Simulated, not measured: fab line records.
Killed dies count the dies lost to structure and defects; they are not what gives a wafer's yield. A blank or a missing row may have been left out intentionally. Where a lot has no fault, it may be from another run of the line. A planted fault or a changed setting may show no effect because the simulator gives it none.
Which of the tools did it? || flow sky130 || 42 wafers from 14 lots sampled at 2 of the route's 708 steps

WHAT THE GAUGES READ, wafer by wafer
Not one reading of a measure or inspect step in the record can be checked against a usual standard deviation.

WHAT TOOL EACH LOT RAN ON (gives the tool, then ch and the chambers of the sampled wafers, and finally the start)
{"lot": "L561", "SKY_SONOS_TUNNEL_CLEAN_13": "wet_bench-01 ch 3, day 11 08:05", "SKY_PAD_OPEN_PROBE_99": "-"}
{"lot": "L562", "SKY_SONOS_TUNNEL_CLEAN_13": "wet_bench-04 ch 3, day 11 20:00", "SKY_PAD_OPEN_PROBE_99": "-"}
{"lot": "L563", "SKY_SONOS_TUNNEL_CLEAN_13": "wet_bench-01 ch 0, day 11 22:32", "SKY_PAD_OPEN_PROBE_99": "-"}
{"lot": "L564", "SKY_SONOS_TUNNEL_CLEAN_13": "wet_bench-03 ch 1, day 12 02:38", "SKY_PAD_OPEN_PROBE_99": "-"}
{"lot": "L565", "SKY_SONOS_TUNNEL_CLEAN_13": "wet_bench-04 ch 2, day 13 09:08", "SKY_PAD_OPEN_PROBE_99": "-"}
{"lot": "L566", "SKY_SONOS_TUNNEL_CLEAN_13": "wet_bench-01 ch 2, day 14 01:29", "SKY_PAD_OPEN_PROBE_99": "-"}
{"lot": "L568", "SKY_SONOS_TUNNEL_CLEAN_13": "wet_bench-03 ch 3, day 14 08:30", "SKY_PAD_OPEN_PROBE_99": "-"}
{"lot": "L569", "SKY_SONOS_TUNNEL_CLEAN_13": "wet_bench-04 ch 3, day 14 13:35", "SKY_PAD_OPEN_PROBE_99": "-"}
{"lot": "L572", "SKY_SONOS_TUNNEL_CLEAN_13": "wet_bench-01 ch 1, day 15 03:23", "SKY_PAD_OPEN_PROBE_99": "-"}
{"lot": "L571", "SKY_SONOS_TUNNEL_CLEAN_13": "wet_bench-01 ch 3, day 15 08:08", "SKY_PAD_OPEN_PROBE_99": "-"}
{"lot": "L573", "SKY_SONOS_TUNNEL_CLEAN_13": "wet_bench-01 ch 3, day 15 11:32", "SKY_PAD_OPEN_PROBE_99": "prober-02, day 49 00:23"}
{"lot": "L578", "SKY_SONOS_TUNNEL_CLEAN_13": "wet_bench-01 ch 2, day 16 22:38", "SKY_PAD_OPEN_PROBE_99": "prober-01, day 49 14:20"}
{"lot": "L580", "SKY_SONOS_TUNNEL_CLEAN_13": "wet_bench-03 ch 2, day 17 21:59", "SKY_PAD_OPEN_PROBE_99": "-"}
{"lot": "L581", "SKY_SONOS_TUNNEL_CLEAN_13": "wet_bench-04 ch 0, day 18 07:37", "SKY_PAD_OPEN_PROBE_99": "-"}
- SKY_SONOS_TUNNEL_CLEAN_13: cleans in dHF, time 20 s.
- SKY_PAD_OPEN_PROBE_99

WHAT THE TOOLS THEMSELVES READ (means of the sampled wafers that have a number; where no wafer has one, the mark that the record gives instead)
SKY_PAD_OPEN_PROBE_99.
{"lot": "L573", "tool": "prober-02", "killed_at_M0_to_M3": 45, "killed_at_M4_up": 3.3, "killed_at_contacts": 20, "killed_at_front_end": 43, "killed_at_other": 0.3, "killed_dies": 111, "killed_on_rim": 30, "killed_open": 44, "killed_short": 42}
{"lot": "L578", "tool": "prober-01", "killed_at_M0_to_M3": 42, "killed_at_M4_up": 2.3, "killed_at_contacts": 17, "killed_at_front_end": 61, "killed_at_other": 0.7, "killed_dies": 123, "killed_on_rim": 26, "killed_open": 47, "killed_short": 32}

THE ANSWER, worked out from the rows above alone
Rule: what is usual is taken from the lots themselves. The widest of any qualifying gaps counts: lots, ordered by their means at a reading, are off when they make up no more than a third of the lots, leave a main group of 4 or more, and stand apart from it by 3 or more times the standard deviation of that group's means. The tables above print the reading to a certain number of digits; a main group whose means all agree to those digits is not used. A lot without any number at a reading at which 4 lots or more have one is off too. The other lots that the step has rows for count as sound. Order of review: gauges by route order, followed by the tools' own readings, for which a lot's mean as printed above is used. The first step at which some lot is off is used, and at that step the reading that is off furthest; a lot without a number counts as furthest.
None of the lots is off at any reading shown; this tells nothing.

WHAT THE SIMULATOR HAD PUT IN
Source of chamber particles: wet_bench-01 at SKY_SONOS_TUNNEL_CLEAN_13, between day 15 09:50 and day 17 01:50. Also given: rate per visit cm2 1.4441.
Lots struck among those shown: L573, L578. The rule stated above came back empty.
